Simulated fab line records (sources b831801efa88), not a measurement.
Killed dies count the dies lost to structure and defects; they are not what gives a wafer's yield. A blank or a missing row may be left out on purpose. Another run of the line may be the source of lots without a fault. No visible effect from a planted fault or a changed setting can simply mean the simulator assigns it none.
Matching of chambers -- flow sky130 -- cmp-01 running SKY_CONTACT_CMP_27: 4 sister chambers
The step polishes, stops on SiO2, t overpolish 15 s, target thk 0 nm. 8 wafers are shown with their chamber, then 7 later ones without.

## WAFERS PAIRED WITH THEIR CHAMBERS
wafer,chamber,motor_current_A (A),overpolish_run_s (s)
L266.3,1,11.6,14.999
L272.1,0,10.8,14.998
L278.1,2,9.9,15.001
L280.1,0,10.8,14.994
L280.3,3,11.2,14.993
L280.5,1,11.8,14.996
L281.2,2,9.4,14.995
L281.3,3,10.3,15.000

## WAFERS WITHOUT THEIR CHAMBER
wafer,motor_current_A (A),overpolish_run_s (s)
L281.4,10.6,14.990
L285.3,11.0,14.999
L285.5,10.8,14.999
L285.6,10.2,14.985
L287.1,11.4,15.012
L287.3,11.9,15.003
L287.6,9.6,14.992

## WHICH CHAMBER EACH WENT THROUGH
wafer,from the rows above,in truth
L281.4,can't be placed: 0 or 3 or 2 or 1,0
L285.3,can't be placed: 3 or 0 or 1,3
L285.5,can't be placed: 3 or 0 or 1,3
L285.6,can't be placed: 0 or 3 or 2 or 1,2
L287.1,can't be placed: 1 or 3 or 0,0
L287.3,can't be placed: 1 or 0 or 3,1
L287.6,can't be placed: 2 or 3 or 0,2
0 of 7 placed correctly. Cannot be placed on the basis of these rows: 7; the candidates contain the true chamber in 7. 0 placed wrongly.
How it was worked out, from the rows above alone: a wafer's distance from a chamber is the root of the sum, over the readings, of the square of ((its reading less the chamber's mean) divided by the reading's scatter). If the next closest chamber is less than 2 further off than the closest, the wafer can't be placed; otherwise it belongs to the closest. For every chamber, the mean is computed from those of its wafers that are shown. The scatter is the square root of a quotient: the sum, over the shown wafers, of each reading's squared deviation from its chamber's mean, divided by wafers minus chambers.
